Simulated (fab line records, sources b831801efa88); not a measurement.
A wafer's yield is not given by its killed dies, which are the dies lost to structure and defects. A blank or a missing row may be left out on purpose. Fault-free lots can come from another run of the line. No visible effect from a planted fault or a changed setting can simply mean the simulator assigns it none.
fab line records	flow sky130
record: lots: 24	wafers: 72	last_day: 50
route steps=708 shown VIA1@478 METAL2@498 VIA2@519 METAL3@534 CAP2M@605 METAL4@632
lots untouched by any fault: they come from a run of this same line in which no faults occurred
start_h: hours from the record's opening day to when the first of the lot's shown wafers began	wait_h: hours from the lot's prior step to this one	" identical to the entry in the row above	L1.1+2: several wafers, shown together as one row	- no value present, or no start provided	* or withheld: withheld	< > ~ a bound
route shown NAME@n: NAME is a module with steps in the file, n the number in the route of the first one	usual: average and standard deviation across the fault-free wafers	same: alike in all rows	chamber/n: place in a boat	sites: the reading at each site	_std_site: how widely they spread, as a standard deviation	_edge_site: inner sites' mean taken away from outer sites' mean	radius_mm: how far each site lies from the wafer's centre	mask NAME#n: copy n	behind: the most recent tool/chamber to have shaped the wafer	hold: cause of the lot's hold/its duration in hours/its outcome	device: which transistor (n, p or np) failed to switch	end of line: the route-end tests of the same wafers	for a step that has no rows: nothing shown but its recipe	killed: the dies lost at the first sort to structure and to defects; this is not the yield of the wafer	map: the dies of a wafer, with x for killed, . for not killed, _ for no die there
set.NAME: the run value of the setting; set.NAME@STEP: its run value at that earlier step	model.NAME: the simulator's own value behind a step, which no gauge read
steps of the route over a sample of lots; a table a step, a row a wafer
services: the hour from which a tool's chamber was out of use, counted from the record's first day as start_h (under 0 if before that day), plus the number of hours and why
== steps ==
step: SKY_VIA1_SPUTTER_20
recipe: material: TiN	target_thk_nm: 20	chamber_pressure_pa: 5	power_w: 4000	time_s: 80
usual: throttle_valve_pct: 29.4/1
lot.wafer	tool	chamber	start_h	wait_h	throttle_valve_pct
L074.1	pvd_sputter-03	-	782.08	0.0	28.3
L074.3	"	-	"	"	28.0
L074.5	"	-	"	"	28.2
L075.1	pvd_sputter-04	-	784.91	0.0	29.7
L075.3	"	-	"	"	29.9
L075.5	"	-	"	"	29.7
L076.2	pvd_sputter-03	-	803.06	0.0	28.2
L076.3	"	-	"	"	28.4
L076.4	"	-	"	"	28.2
L077.1	pvd_sputter-03	-	805.73	0.0	28.1
L077.3	"	-	"	"	28.2
L077.6	"	-	"	"	28.4
L078.2	pvd_sputter-04	-	817.43	0.0	28.2
L078.3	"	-	"	"	30.4
L078.4	"	-	"	"	29.9
L079.2	pvd_sputter-02	-	837.20	0.0	30.6
L079.4	"	-	"	"	30.5
L079.5	"	-	"	"	30.9
L080.2	pvd_sputter-03	-	843.51	0.0	28.1
L080.3	"	-	"	"	28.3
L080.4	"	-	"	"	28.3
L081.2	pvd_sputter-04	-	848.37	0.0	29.7
L081.3	"	-	"	"	30.1
L081.6	"	-	"	"	30.2
L082.2	pvd_sputter-04	-	860.90	0.0	29.8
L082.3	"	-	"	"	29.5
L082.4	"	-	"	"	30.2
L083.2	pvd_sputter-02	-	866.33	0.0	30.2
L083.3	"	-	"	"	30.2
L083.5	"	-	"	"	29.3
L085.1	pvd_sputter-03	-	886.93	0.0	28.2
L085.4	"	-	"	"	28.4
L085.6	"	-	"	"	28.2
L084.3	pvd_sputter-02	-	890.58	0.0	30.5
L084.5	"	-	"	"	30.3
L084.6	"	-	"	"	30.8
L087.2	pvd_sputter-03	-	900.98	0.0	28.5
L087.3	"	-	"	"	28.4
L087.5	"	-	"	"	29.9
L086.1	pvd_sputter-04	-	901.65	0.0	27.8
L086.2	"	-	"	"	29.6
L086.6	"	-	"	"	29.7
L088.2	pvd_sputter-02	-	908.12	0.0	30.7
L088.4	"	-	"	"	30.8
L088.6	"	-	"	"	29.5
L090.1	pvd_sputter-03	-	914.94	0.0	29.9
L090.3	"	-	"	"	28.5
L090.5	"	-	"	"	28.4
L089.2	pvd_sputter-04	-	915.52	0.0	29.7
L089.5	"	-	"	"	30.2
L089.6	"	-	"	"	28.0
L091.1	pvd_sputter-02	-	918.35	0.0	29.2
L091.3	"	-	"	"	30.3
L091.4	"	-	"	"	30.3
L093.3	pvd_sputter-02	-	933.50	0.0	30.6
L093.4	"	-	"	"	29.2
L093.5	"	-	"	"	30.9
L092.1	pvd_sputter-02	-	936.41	0.0	30.4
L092.3	"	-	"	"	29.5
L092.4	"	-	"	"	30.7
L094.1	pvd_sputter-03	-	942.45	0.0	28.1
L094.2	"	-	"	"	28.1
L094.6	"	-	"	"	28.4
L095.1	pvd_sputter-04	-	946.15	0.0	30.2
L095.2	"	-	"	"	30.1
L095.4	"	-	"	"	27.9
L096.1	pvd_sputter-02	-	950.03	0.0	30.7
L096.2	"	-	"	"	29.3
L096.3	"	-	"	"	30.3
L097.1	pvd_sputter-02	-	959.38	0.0	29.2
L097.2	"	-	"	"	30.7
L097.5	"	-	"	"	30.5
step: SKY_METAL2_CD_MEAS_15
recipe: target_cd_nm: 140
usual: cd_nm: 139.8/1.6
lot.wafer	tool	chamber	start_h	wait_h	cd_nm
L074.1	cd_sem-01	-	809.20	-	140.4
L074.3	"	-	"	"	140.5
L074.5	"	-	"	"	141.4
L075.1	cd_sem-02	-	812.62	-	140.8
L075.3	"	-	"	"	141.8
L075.5	"	-	"	"	142.1
L076.2	cd_sem-02	-	830.59	-	139.3
L076.3	"	-	"	"	139.1
L076.4	"	-	"	"	139.2
L077.1	cd_sem-02	-	832.96	-	139.3
L077.3	"	-	"	"	140.3
L077.6	"	-	"	"	139.9
L078.2	cd_sem-01	-	844.29	-	138.3
L078.3	"	-	"	"	136.1
L078.4	"	-	"	"	137.3
L079.2	cd_sem-02	-	863.84	-	138.3
L079.4	"	-	"	"	137.2
L079.5	"	-	"	"	138.0
L080.2	cd_sem-02	-	870.82	-	138.9
L080.3	"	-	"	"	139.4
L080.4	"	-	"	"	140.4
L081.2	cd_sem-01	-	875.12	-	139.2
L081.3	"	-	"	"	140.0
L081.6	"	-	"	"	140.2
L082.2	cd_sem-02	-	888.52	-	138.9
L082.3	"	-	"	"	139.1
L082.4	"	-	"	"	140.6
L083.2	cd_sem-02	-	893.12	-	139.2
L083.3	"	-	"	"	139.0
L083.5	"	-	"	"	137.8
L085.1	cd_sem-01	-	913.37	-	141.2
L085.4	"	-	"	"	139.6
L085.6	"	-	"	"	139.8
L084.3	cd_sem-02	-	917.35	-	138.3
L084.5	"	-	"	"	139.0
L084.6	"	-	"	"	138.7
L087.2	cd_sem-01	-	926.94	-	145.5
L087.3	"	-	"	"	143.5
L087.5	"	-	"	"	143.9
L086.1	cd_sem-01	-	927.91	-	139.6
L086.2	"	-	"	"	140.1
L086.6	"	-	"	"	141.9
L088.2	cd_sem-02	-	933.73	-	141.0
L088.4	"	-	"	"	139.1
L088.6	"	-	"	"	138.9
L090.1	cd_sem-02	-	940.96	-	136.8
L090.3	"	-	"	"	136.6
L090.5	"	-	"	"	137.0
L089.2	cd_sem-02	-	941.33	-	138.9
L089.5	"	-	"	"	139.3
L089.6	"	-	"	"	138.4
L091.1	cd_sem-02	-	944.42	-	140.6
L091.3	"	-	"	"	142.6
L091.4	"	-	"	"	140.2
L093.3	cd_sem-02	-	958.45	-	139.5
L093.4	"	-	"	"	141.0
L093.5	"	-	"	"	139.8
L092.1	cd_sem-01	-	961.46	-	141.9
L092.3	"	-	"	"	142.2
L092.4	"	-	"	"	141.1
L094.1	cd_sem-01	-	966.80	-	137.1
L094.2	"	-	"	"	139.5
L094.6	"	-	"	"	140.8
L095.1	cd_sem-02	-	971.20	-	139.0
L095.2	"	-	"	"	138.8
L095.4	"	-	"	"	139.0
L096.1	cd_sem-02	-	974.71	-	140.5
L096.2	"	-	"	"	141.4
L096.3	"	-	"	"	141.0
L097.1	cd_sem-01	-	983.22	-	140.6
L097.2	"	-	"	"	142.3
L097.5	"	-	"	"	140.4
step: SKY_VIA2_CD_MEAS_12
recipe: target_cd_nm: 200
usual: cd_nm: 200.1/1.4
lot.wafer	tool	chamber	start_h	wait_h	cd_nm
L074.1	cd_sem-02	-	837.10	-	199.1
L074.3	"	-	"	"	199.1
L074.5	"	-	"	"	197.8
L075.1	cd_sem-02	-	840.56	-	201.0
L075.3	"	-	"	"	200.8
L075.5	"	-	"	"	202.6
L076.2	cd_sem-01	-	858.02	-	197.8
L076.3	"	-	"	"	198.3
L076.4	"	-	"	"	198.7
L077.1	cd_sem-01	-	860.18	-	199.9
L077.3	"	-	"	"	199.0
L077.6	"	-	"	"	199.2
L078.2	cd_sem-02	-	871.89	-	201.9
L078.3	"	-	"	"	201.9
L078.4	"	-	"	"	203.1
L079.2	cd_sem-01	-	891.78	-	201.1
L079.4	"	-	"	"	201.9
L079.5	"	-	"	"	200.5
L080.2	cd_sem-02	-	898.48	-	199.2
L080.3	"	-	"	"	198.9
L080.4	"	-	"	"	199.0
L081.2	cd_sem-02	-	902.78	-	199.8
L081.3	"	-	"	"	197.9
L081.6	"	-	"	"	200.9
L082.2	cd_sem-01	-	916.17	-	197.4
L082.3	"	-	"	"	198.7
L082.4	"	-	"	"	196.8
L083.2	cd_sem-01	-	920.22	-	202.4
L083.3	"	-	"	"	201.3
L083.5	"	-	"	"	201.4
L085.1	cd_sem-02	-	939.57	-	201.5
L085.4	"	-	"	"	202.2
L085.6	"	-	"	"	202.2
L084.3	cd_sem-02	-	943.79	-	199.2
L084.5	"	-	"	"	200.3
L084.6	"	-	"	"	200.2
L087.2	cd_sem-01	-	952.32	-	202.7
L087.3	"	-	"	"	201.5
L087.5	"	-	"	"	200.3
L086.1	cd_sem-01	-	953.72	-	201.7
L086.2	"	-	"	"	201.5
L086.6	"	-	"	"	201.0
L088.2	cd_sem-02	-	960.18	-	199.1
L088.4	"	-	"	"	201.5
L088.6	"	-	"	"	200.3
L090.1	cd_sem-02	-	966.10	-	200.5
L090.3	"	-	"	"	199.9
L090.5	"	-	"	"	199.3
L089.2	cd_sem-01	-	966.47	-	201.0
L089.5	"	-	"	"	198.7
L089.6	"	-	"	"	199.8
L091.1	cd_sem-01	-	969.51	-	199.3
L091.3	"	-	"	"	198.9
L091.4	"	-	"	"	199.0
L093.3	cd_sem-02	-	982.87	-	200.2
L093.4	"	-	"	"	198.7
L093.5	"	-	"	"	199.7
L092.1	cd_sem-01	-	986.60	-	198.6
L092.3	"	-	"	"	197.5
L092.4	"	-	"	"	198.5
L094.1	cd_sem-01	-	991.95	-	200.6
L094.2	"	-	"	"	200.5
L094.6	"	-	"	"	199.8
L095.1	cd_sem-01	-	995.58	-	200.8
L095.2	"	-	"	"	200.6
L095.4	"	-	"	"	201.5
L096.1	cd_sem-01	-	999.18	-	199.9
L096.2	"	-	"	"	200.1
L096.3	"	-	"	"	201.1
L097.1	cd_sem-01	-	1007.30	-	202.7
L097.2	"	-	"	"	200.5
L097.5	"	-	"	"	201.0
step: SKY_METAL3_SPUTTER_02
recipe: material: AlCu	target_thk_nm: 735	power_w: 10600	time_s: 39.1	chamber_pressure_pa: 0.4
usual: throttle_valve_pct: 29.4/0.95
lot.wafer	tool	chamber	start_h	wait_h	throttle_valve_pct
L074.1	pvd_sputter-04	-	838.71	0.0	30.1
L074.3	"	-	"	"	29.7
L074.5	"	-	"	"	27.8
L075.1	pvd_sputter-01	-	842.17	0.0	28.4
L075.3	"	-	"	"	30.6
L075.5	"	-	"	"	29.5
L076.2	pvd_sputter-01	-	859.60	0.0	30.7
L076.3	"	-	"	"	28.7
L076.4	"	-	"	"	30.2
L077.1	pvd_sputter-01	-	861.89	0.0	30.6
L077.3	"	-	"	"	29.6
L077.6	"	-	"	"	29.6
L078.2	pvd_sputter-01	-	873.45	0.0	30.9
L078.3	"	-	"	"	29.4
L078.4	"	-	"	"	30.5
L079.2	pvd_sputter-01	-	893.33	0.0	30.8
L079.4	"	-	"	"	28.7
L079.5	"	-	"	"	30.8
L080.2	pvd_sputter-03	-	900.11	0.0	28.2
L080.3	"	-	"	"	28.3
L080.4	"	-	"	"	29.9
L081.2	pvd_sputter-04	-	904.34	0.0	27.8
L081.3	"	-	"	"	29.8
L081.6	"	-	"	"	29.9
L082.2	pvd_sputter-01	-	917.72	0.0	30.4
L082.3	"	-	"	"	29.4
L082.4	"	-	"	"	30.5
L083.2	pvd_sputter-01	-	921.83	0.0	30.8
L083.3	"	-	"	"	29.6
L083.5	"	-	"	"	29.6
L085.1	pvd_sputter-01	-	941.15	0.0	29.5
L085.4	"	-	"	"	28.3
L085.6	"	-	"	"	30.3
L084.3	pvd_sputter-03	-	945.58	0.0	28.2
L084.5	"	-	"	"	28.1
L084.6	"	-	"	"	30.2
L087.2	pvd_sputter-01	-	953.87	0.0	30.5
L087.3	"	-	"	"	30.8
L087.5	"	-	"	"	29.3
L086.1	pvd_sputter-01	-	955.43	0.0	30.7
L086.2	"	-	"	"	30.3
L086.6	"	-	"	"	29.6
L088.2	pvd_sputter-01	-	961.87	0.0	28.4
L088.4	"	-	"	"	30.3
L088.6	"	-	"	"	30.6
L090.1	pvd_sputter-01	-	967.80	0.0	30.7
L090.3	"	-	"	"	29.5
L090.5	"	-	"	"	29.5
L089.2	pvd_sputter-03	-	968.02	0.0	28.4
L089.5	"	-	"	"	28.1
L089.6	"	-	"	"	29.9
L091.1	pvd_sputter-04	-	971.09	0.0	29.7
L091.3	"	-	"	"	28.1
L091.4	"	-	"	"	30.1
L093.3	pvd_sputter-03	-	984.43	0.0	30.0
L093.4	"	-	"	"	28.4
L093.5	"	-	"	"	28.4
L092.1	pvd_sputter-01	-	988.18	0.0	30.5
L092.3	"	-	"	"	30.5
L092.4	"	-	"	"	29.5
L094.1	pvd_sputter-03	-	993.79	0.0	30.0
L094.2	"	-	"	"	28.4
L094.6	"	-	"	"	28.3
L095.1	pvd_sputter-03	-	997.15	0.0	28.1
L095.2	"	-	"	"	30.2
L095.4	"	-	"	"	28.1
L096.1	pvd_sputter-04	-	1000.76	0.0	27.8
L096.2	"	-	"	"	29.6
L096.3	"	-	"	"	30.0
L097.1	pvd_sputter-04	-	1008.90	0.0	29.7
L097.2	"	-	"	"	27.9
L097.5	"	-	"	"	30.2
step: SKY_CAP2M_SPUTTER_02
recipe: material: TiN	target_thk_nm: 200	temp_c: 300	power_w: 6500	time_s: 166.7	chamber_pressure_pa: 0.4
usual: throttle_valve_pct: 29.1/0.95
lot.wafer	tool	chamber	start_h	wait_h	throttle_valve_pct
L074.1	pvd_sputter-04	-	921.15	0.1	29.9
L074.3	"	-	"	"	30.0
L074.5	"	-	"	"	28.0
L075.1	pvd_sputter-04	-	923.76	0.1	27.9
L075.3	"	-	"	"	29.7
L075.5	"	-	"	"	29.6
L076.2	pvd_sputter-03	-	940.39	0.0	28.2
L076.3	"	-	"	"	28.4
L076.4	"	-	"	"	28.2
L077.1	pvd_sputter-04	-	943.47	0.1	30.1
L077.3	"	-	"	"	29.8
L077.6	"	-	"	"	29.8
L078.2	pvd_sputter-03	-	953.17	0.0	28.3
L078.3	"	-	"	"	30.1
L078.4	"	-	"	"	28.3
L079.2	pvd_sputter-01	-	972.72	0.0	29.2
L079.4	"	-	"	"	30.6
L079.5	"	-	"	"	29.4
L080.2	pvd_sputter-04	-	978.20	0.0	27.7
L080.3	"	-	"	"	30.1
L080.4	"	-	"	"	29.8
L081.2	pvd_sputter-04	-	981.85	0.0	29.8
L081.3	"	-	"	"	29.7
L081.6	"	-	"	"	30.3
L082.2	pvd_sputter-04	-	994.24	0.0	30.0
L082.3	"	-	"	"	29.9
L082.4	"	-	"	"	30.1
L083.2	pvd_sputter-04	-	998.67	0.0	30.1
L083.3	"	-	"	"	27.8
L083.5	"	-	"	"	30.0
L085.1	pvd_sputter-03	-	1016.30	0.1	28.1
L085.4	"	-	"	"	28.4
L085.6	"	-	"	"	29.7
L084.3	pvd_sputter-04	-	1019.52	0.0	29.9
L084.5	"	-	"	"	27.9
L084.6	"	-	"	"	29.9
L087.2	pvd_sputter-04	-	1027.61	0.0	29.7
L087.3	"	-	"	"	30.0
L087.5	"	-	"	"	28.0
L086.1	pvd_sputter-03	-	1028.24	0.1	28.4
L086.2	"	-	"	"	28.2
L086.6	"	-	"	"	28.0
L088.2	pvd_sputter-01	-	1035.36	0.0	30.8
L088.4	"	-	"	"	30.5
L088.6	"	-	"	"	30.7
L090.1	pvd_sputter-03	-	1040.31	0.1	28.1
L090.3	"	-	"	"	30.0
L090.5	"	-	"	"	28.3
L089.2	pvd_sputter-03	-	1042.01	0.0	28.1
L089.5	"	-	"	"	28.2
L089.6	"	-	"	"	28.3
L091.1	pvd_sputter-01	-	1043.52	0.1	30.9
L091.3	"	-	"	"	29.5
L091.4	"	-	"	"	28.4
L093.3	pvd_sputter-03	-	1055.40	0.0	29.9
L093.4	"	-	"	"	28.4
L093.5	"	-	"	"	30.2
L092.1	pvd_sputter-01	-	1058.45	0.1	30.4
L092.3	"	-	"	"	29.3
L092.4	"	-	"	"	28.4
L094.1	pvd_sputter-03	-	1065.41	0.1	30.1
L094.2	"	-	"	"	28.2
L094.6	"	-	"	"	28.2
L095.1	pvd_sputter-03	-	1069.01	0.1	29.9
L095.2	"	-	"	"	28.3
L095.4	"	-	"	"	28.4
L096.1	pvd_sputter-01	-	1071.49	0.1	28.3
L096.2	"	-	"	"	29.8
L096.3	"	-	"	"	30.5
L097.1	pvd_sputter-03	-	1079.05	0.1	28.2
L097.2	"	-	"	"	28.3
L097.5	"	-	"	"	28.1
step: SKY_METAL4_ETCH_16
recipe: chemistry: N2/H2	target: BARC	ion_energy_ev: 200	bias_w: 100	pressure_mtorr: 30	n2_flow_sccm: 100	h2_flow_sccm: 200	icp_w: 500	stop_on: SiO2	time_s: 88.2	target_depth_a: 600
usual: bias_w: 100.1/0.31	drypump_motor_current_A: 6.0/0.51	oes_product_au: 0.625/0.0049	throttle_valve_pct: 13.204/0.0093
lot.wafer	tool	chamber	start_h	wait_h	bias_w	drypump_motor_current_A	oes_product_au	rf_hours_counter_h	throttle_valve_pct
L074.1	rie_metal-04	1	970.64	0.1	100.3	4.9	0.622	9	13.213
L074.3	"	1	"	"	99.6	4.9	0.627	-	13.218
L074.5	"	1	"	"	100.0	4.9	0.630	-	13.188
L075.1	rie_metal-01	1	972.56	0.0	100.7	6.3	0.624	17	13.200
L075.3	"	1	"	"	100.7	6.3	0.626	-	13.205
L075.5	"	1	"	"	100.2	6.3	0.628	-	13.194
L076.2	rie_metal-01	1	989.21	0.0	99.9	6.3	0.632	17	13.206
L076.3	"	1	"	"	100.2	6.3	0.615	-	13.183
L076.4	"	0	"	"	100.1	6.3	0.624	-	13.206
L077.1	rie_metal-04	0	992.14	0.1	99.9	6.4	0.629	1	13.200
L077.3	"	0	"	"	100.1	6.4	0.635	-	13.183
L077.6	"	0	"	"	99.8	6.4	0.619	-	13.200
L078.2	rie_metal-04	0	1000.67	0.1	100.3	6.4	0.629	-	13.213
L078.3	"	0	"	"	100.1	6.4	0.625	-	13.214
L078.4	"	0	"	"	100.2	6.4	0.618	-	13.210
L079.2	rie_metal-02	1	1020.31	0.0	99.2	6.0	0.628	19	13.205
L079.4	"	0	"	"	100.4	5.9	0.629	-	13.215
L079.5	"	1	"	"	100.0	5.9	0.626	-	13.209
L080.2	rie_metal-02	1	1025.61	0.0	100.1	5.9	0.624	19	13.217
L080.3	"	1	"	"	100.3	5.9	0.620	-	13.186
L080.4	"	0	"	"	100.6	5.8	0.637	-	13.216
L081.2	rie_metal-04	0	1028.43	0.0	100.5	6.4	0.618	4	13.192
L081.3	"	1	"	"	100.1	4.9	0.626	-	13.200
L081.6	"	1	"	"	100.3	4.9	0.623	-	13.199
L082.2	rie_metal-01	0	1040.57	0.1	99.3	6.3	0.633	-	13.216
L082.3	"	0	"	"	99.5	6.3	0.628	-	13.203
L082.4	"	0	"	"	99.9	6.4	0.629	-	13.189
L083.2	rie_metal-04	1	1044.95	0.0	100.4	4.9	0.622	13	13.200
L083.3	"	0	"	"	99.7	6.4	0.627	-	13.190
L083.5	"	0	"	"	99.5	6.4	0.615	-	13.204
L085.1	rie_metal-04	1	1061.76	0.0	100.0	4.9	0.624	14	13.207
L085.4	"	0	"	"	99.7	6.4	0.618	-	13.198
L085.6	"	1	"	"	100.0	4.9	0.623	-	13.199
L084.3	rie_metal-04	1	1064.49	0.0	100.0	4.9	0.624	-	13.199
L084.5	"	0	"	"	99.7	6.5	0.623	-	13.201
L084.6	"	1	"	"	99.8	4.9	0.636	-	13.197
L087.2	rie_metal-04	0	1071.62	0.0	100.2	6.4	0.624	6	13.201
L087.3	"	1	"	"	100.5	4.9	0.628	-	13.201
L087.5	"	1	"	"	100.0	4.9	0.632	-	13.218
L086.1	rie_metal-01	0	1072.65	0.0	100.3	6.3	0.627	12	13.202
L086.2	"	1	"	"	100.1	6.3	0.630	22	13.193
L086.6	"	1	"	"	100.4	6.3	0.622	-	13.199
L088.2	rie_metal-04	0	1078.71	0.0	99.9	6.4	0.630	7	13.192
L088.4	"	0	"	"	99.9	6.4	0.616	-	13.200
L088.6	"	1	"	"	100.3	4.9	0.628	-	13.207
L090.1	rie_metal-02	1	1083.03	0.0	100.0	6.0	0.620	23	13.200
L090.3	"	1	"	"	100.0	5.9	0.620	-	13.212
L090.5	"	1	"	"	100.1	5.9	0.625	-	13.210
L089.2	rie_metal-01	1	1085.40	0.0	100.1	6.3	0.617	23	13.204
L089.5	"	1	"	"	100.3	6.3	0.622	-	13.210
L089.6	"	0	"	"	100.6	6.3	0.628	-	13.198
L091.1	rie_metal-02	0	1086.46	0.0	100.1	5.9	0.624	12	13.218
L091.3	"	0	"	"	99.5	5.8	0.620	-	13.206
L091.4	"	1	"	"	99.9	6.0	0.626	-	13.220
L093.3	rie_metal-01	0	1096.83	0.0	100.2	6.3	0.629	-	13.190
L093.4	"	1	"	"	99.6	6.2	0.636	-	13.213
L093.5	"	1	"	"	99.7	6.2	0.626	-	13.184
L092.1	rie_metal-02	1	1099.21	0.0	100.1	5.9	0.621	24	13.205
L092.3	"	1	"	"	99.8	6.0	0.623	-	13.220
L092.4	"	0	"	"	99.4	5.8	0.623	-	13.212
L094.1	rie_metal-02	1	1106.85	0.0	99.7	5.9	0.631	25	13.220
L094.2	"	0	"	"	100.6	5.9	0.625	14	13.219
L094.6	"	0	"	"	100.2	5.9	0.629	-	13.198
L095.1	rie_metal-02	0	1110.12	0.0	100.2	5.8	0.631	14	13.205
L095.2	"	1	"	"	100.1	6.0	0.629	25	13.189
L095.4	"	0	"	"	100.4	5.8	0.624	-	13.213
L096.1	rie_metal-01	0	1112.26	0.0	99.5	6.4	0.625	15	13.203
L096.2	"	1	"	"	99.8	6.3	0.631	25	13.192
L096.3	"	0	"	"	99.4	6.4	0.630	-	13.195
L097.1	rie_metal-01	1	1118.06	0.0	100.3	6.3	0.624	26	13.186
L097.2	"	0	"	"	100.1	6.2	0.628	16	13.192
L097.5	"	0	"	"	100.0	6.2	0.627	-	13.207
== services ==
tool	chamber	start_h	hours	kind
pvd_sputter-03	-	772.55	4.1	repair
rie_metal-01	-	786.32	1.4	pm
pvd_sputter-02	-	792.09	9.7	repair
pvd_sputter-01	-	812.20	1.1	repair
rie_metal-01	1	821.79	3.8	repair
pvd_sputter-01	-	831.40	0.6	repair
rie_metal-01	-	835.37	2.6	repair
pvd_sputter-03	-	859.20	7.4	repair
pvd_sputter-04	-	886.45	0.7	repair
pvd_sputter-01	-	924.06	0.8	repair
pvd_sputter-03	-	931.83	0.7	repair
pvd_sputter-04	-	942.47	0.9	repair
pvd_sputter-02	-	951.73	0.9	repair
pvd_sputter-04	-	962.60	4.6	repair
pvd_sputter-03	-	965.03	1.2	repair
rie_metal-04	1	980.65	22.0	repair
rie_metal-02	0	1014.15	1.0	repair
pvd_sputter-03	-	1035.44	1.0	repair
rie_metal-01	1	1040.23	2.7	repair
pvd_sputter-01	-	1066.16	3.6	repair
pvd_sputter-01	-	1078.77	29.8	repair
rie_metal-04	-	1086.87	14.6	pm
pvd_sputter-01	-	1107.82	5.8	repair
pvd_sputter-02	-	1108.51	8.5	repair
== key ==
fault none
